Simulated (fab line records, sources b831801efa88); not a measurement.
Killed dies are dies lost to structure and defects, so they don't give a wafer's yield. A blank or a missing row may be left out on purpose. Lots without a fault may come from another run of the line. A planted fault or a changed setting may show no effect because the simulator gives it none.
Which tool did it? | flow sfq_line | 14 lots, 42 wafers sampled, at 5 steps of a route of 325

WHAT THE GAUGES READ, wafer by wafer
The record holds no reading of a measuring or inspecting step that can be judged against a usual standard deviation.

WHICH TOOL RAN EACH LOT (tool, then ch and the chambers of the sampled wafers, then the start)
lot  | SFQ_TRILAYER_I3_VIA_STRIP_STRIP_089 | SFQ_TRILAYER_I4_METRO_MEASURE_101 | SFQ_TRILAYER_JJ_CE_METRO_MEASURE_117 | SFQ_TRILAYER_R5_LITHO_COAT_141    | SFQ_TRILAYER_R5_BARC_OPEN_METAL_ETCH_177
L915 | rie_metal-03 ch 0,1, day 39 07:50   | film_metro-03, day 45 05:01       | cd_sem-02, day 51 23:17              | litho_track-01 ch 0, day 52 22:29 | rie_metal-03 ch 1, day 53 21:28
L916 | rie_metal-03 ch 0,1, day 39 11:44   | film_metro-03, day 45 10:48       | cd_sem-01, day 52 01:29              | litho_track-01 ch 0, day 53 01:31 | rie_metal-04 ch 0,1, day 53 22:38
L917 | rie_metal-04 ch 0, day 39 15:20     | film_metro-04, day 45 15:37       | cd_sem-02, day 52 03:53              | litho_track-03 ch 0, day 53 04:31 | rie_metal-03 ch 1, day 53 23:50
L918 | rie_metal-01 ch 0,1, day 40 02:08   | film_metro-03, day 46 05:01       | cd_sem-01, day 52 05:17              | litho_track-01 ch 0, day 53 08:55 | rie_metal-04 ch 0,1, day 54 02:27
L920 | rie_metal-03 ch 0, day 42 00:56     | film_metro-02, day 48 08:58       | cd_sem-02, day 54 04:56              | litho_track-03 ch 0, day 55 02:43 | rie_metal-03 ch 0,1, day 59 11:56
L922 | rie_metal-04 ch 0,1, day 42 06:10   | film_metro-02, day 48 14:46       | cd_sem-02, day 54 07:08              | litho_track-03 ch 0, day 55 09:47 | rie_metal-02 ch 0,1, day 59 14:36
L923 | rie_metal-03 ch 0,1, day 42 07:22   | film_metro-03, day 48 16:40       | cd_sem-01, day 54 08:32              | litho_track-03 ch 0, day 55 14:43 | rie_metal-03 ch 0,1, day 59 19:24
L926 | rie_metal-01 ch 0,1, day 50 00:52   | film_metro-03, day 55 21:01       | cd_sem-02, day 56 14:11              | litho_track-01 ch 0, day 61 04:02 | rie_metal-02 ch 0,1, day 65 08:34
L929 | rie_metal-01 ch 0,1, day 50 12:22   | film_metro-04, day 56 08:37       | cd_sem-01, day 61 19:26              | litho_track-03 ch 0, day 63 06:25 | rie_metal-02 ch 0,1, day 67 18:08
L930 | rie_metal-04 ch 0,1, day 51 08:50   | film_metro-04, day 56 22:42       | cd_sem-02, day 61 20:50              | litho_track-01 ch 0, day 63 07:31 | rie_metal-04 ch 0,1, day 67 20:34
L932 | rie_metal-01 ch 0,1, day 51 13:26   | film_metro-03, day 57 02:25       | cd_sem-02, day 61 23:35              | litho_track-02 ch 0, day 63 10:25 | rie_metal-02 ch 0,1, day 68 01:20
L933 | rie_metal-04 ch 0, day 51 15:50     | film_metro-04, day 57 05:25       | cd_sem-01, day 62 00:47              | litho_track-03 ch 0, day 63 12:22 | rie_metal-03 ch 0,1, day 68 03:44
L934 | rie_metal-01 ch 0,1, day 51 19:26   | film_metro-04, day 57 10:18       | cd_sem-02, day 62 03:11              | litho_track-03 ch 0, day 63 15:22 | rie_metal-04 ch 0,1, day 68 05:55
L938 | rie_metal-01 ch 0,1, day 54 16:01   | film_metro-03, day 59 13:56       | cd_sem-02, day 68 05:20              | litho_track-03 ch 0, day 68 18:57 | rie_metal-02 ch 0,1, day 68 22:07
- SFQ_TRILAYER_I3_VIA_STRIP_STRIP_089: strips in O2.
- SFQ_TRILAYER_I4_METRO_MEASURE_101
- SFQ_TRILAYER_JJ_CE_METRO_MEASURE_117
- SFQ_TRILAYER_R5_LITHO_COAT_141: resist thk 62 nm.
- SFQ_TRILAYER_R5_BARC_OPEN_METAL_ETCH_177: etches BARC in O2, target depth 125 nm, time 41.7 s.

WHAT THE TOOLS THEMSELVES READ (means of the sampled wafers that have a number; where no wafer has one, the mark that the record gives instead)
SFQ_TRILAYER_I3_VIA_STRIP_STRIP_089.
lot  | tool         | drypump_motor_current_A (A) | oes_product_au (a.u.)
L915 | rie_metal-03 | 5.7                         | 1.011
L916 | rie_metal-03 | 5.9                         | 0.995
L917 | rie_metal-04 | 5.7                         | 1.012
L918 | rie_metal-01 | 5.6                         | 0.997
L920 | rie_metal-03 | 5.5                         | 1.016
L922 | rie_metal-04 | 5.0                         | 1.007
L923 | rie_metal-03 | 5.9                         | 1.000
L926 | rie_metal-01 | 6.0                         | 1.007
L929 | rie_metal-01 | 6.0                         | 1.001
L930 | rie_metal-04 | 5.4                         | 0.996
L932 | rie_metal-01 | 5.6                         | 0.993
L933 | rie_metal-04 | 5.6                         | 1.005
L934 | rie_metal-01 | 5.6                         | 1.003
L938 | rie_metal-01 | 5.6                         | 1.001

SFQ_TRILAYER_I4_METRO_MEASURE_101.
lot  | tool          | thk_nm (nm)
L915 | film_metro-03 | 200.9
L916 | film_metro-03 | 200.7
L917 | film_metro-04 | 200.0
L918 | film_metro-03 | 200.2
L920 | film_metro-02 | 201.9
L922 | film_metro-02 | 201.4
L923 | film_metro-03 | 199.8
L926 | film_metro-03 | 201.2
L929 | film_metro-04 | 200.9
L930 | film_metro-04 | 200.8
L932 | film_metro-03 | 201.4
L933 | film_metro-04 | 199.2
L934 | film_metro-04 | 200.4
L938 | film_metro-03 | 199.4

SFQ_TRILAYER_JJ_CE_METRO_MEASURE_117.
lot  | tool      | cd_nm (nm)
L915 | cd_sem-02 | 697.9
L916 | cd_sem-01 | 700.5
L917 | cd_sem-02 | 703.6
L918 | cd_sem-01 | 701.0
L920 | cd_sem-02 | 699.9
L922 | cd_sem-02 | 699.3
L923 | cd_sem-01 | 699.9
L926 | cd_sem-02 | 701.0
L929 | cd_sem-01 | 701.3
L930 | cd_sem-02 | 699.5
L932 | cd_sem-02 | 701.0
L933 | cd_sem-01 | 700.0
L934 | cd_sem-02 | 700.7
L938 | cd_sem-02 | 698.6

SFQ_TRILAYER_R5_LITHO_COAT_141.
lot  | tool           | chill_plate_temp_C (C) | resist_line_temp_C (C) | spin_speed_rpm (rpm)
L915 | litho_track-01 | 23.02                  | 23.03                  | 2998.9
L916 | litho_track-01 | 22.95                  | 23.05                  | 3000.5
L917 | litho_track-03 | 22.96                  | 23.03                  | 3000.2
L918 | litho_track-01 | 22.92                  | 23.11                  | 3000.4
L920 | litho_track-03 | 23.06                  | 22.80                  | 3001.1
L922 | litho_track-03 | 23.02                  | 22.88                  | 2999.3
L923 | litho_track-03 | 22.93                  | 23.12                  | 3000.0
L926 | litho_track-01 | 22.99                  | 22.95                  | 2999.3
L929 | litho_track-03 | 22.88                  | 23.05                  | 2998.6
L930 | litho_track-01 | 23.18                  | 23.14                  | 3000.4
L932 | litho_track-02 | 22.98                  | 22.98                  | 2999.3
L933 | litho_track-03 | 23.14                  | 23.17                  | 2997.2
L934 | litho_track-03 | 23.10                  | 23.13                  | 2999.3
L938 | litho_track-03 | 22.93                  | 22.94                  | 2998.5

SFQ_TRILAYER_R5_BARC_OPEN_METAL_ETCH_177.
lot  | tool         | drypump_motor_current_A (A) | oes_product_au (a.u.)
L915 | rie_metal-03 | 6.1                         | 0.683
L916 | rie_metal-04 | 5.1                         | 0.692
L917 | rie_metal-03 | 6.1                         | 0.684
L918 | rie_metal-04 | 5.0                         | 0.688
L920 | rie_metal-03 | 5.9                         | 0.681
L922 | rie_metal-02 | 6.4                         | 0.698
L923 | rie_metal-03 | 5.7                         | 0.701
L926 | rie_metal-02 | 6.4                         | 0.686
L929 | rie_metal-02 | 6.4                         | 0.685
L930 | rie_metal-04 | 5.0                         | 0.682
L932 | rie_metal-02 | 6.5                         | 0.682
L933 | rie_metal-03 | 5.9                         | 0.685
L934 | rie_metal-04 | 5.0                         | 0.682
L938 | rie_metal-02 | 6.4                         | 0.683

THE ANSWER, worked out from the rows above alone
Rule: what is usual is taken from the lots themselves. Put in order of their means at a reading, lots are off if they are a third of the lots or fewer, leave a main group of 4 or more, and stand apart from it by a gap of 3 or more times the standard deviation of the main group's means; of several such gaps the widest counts. A main group whose means are all the same, to the digits that the tables above print for the reading, isn't used. A lot without any number at a reading at which 4 lots or more have one is off too. The other lots that the step has rows for count as sound. The gauges are gone through in route order, then the tools' own readings, and for those a lot's mean is taken as printed above. The first step at which some lot is off is used, and at that step the reading that is off furthest; a lot without a number counts as furthest.
No lot is off at any reading shown: from this, nothing can be told.

WHAT THE SIMULATOR HAD PUT IN
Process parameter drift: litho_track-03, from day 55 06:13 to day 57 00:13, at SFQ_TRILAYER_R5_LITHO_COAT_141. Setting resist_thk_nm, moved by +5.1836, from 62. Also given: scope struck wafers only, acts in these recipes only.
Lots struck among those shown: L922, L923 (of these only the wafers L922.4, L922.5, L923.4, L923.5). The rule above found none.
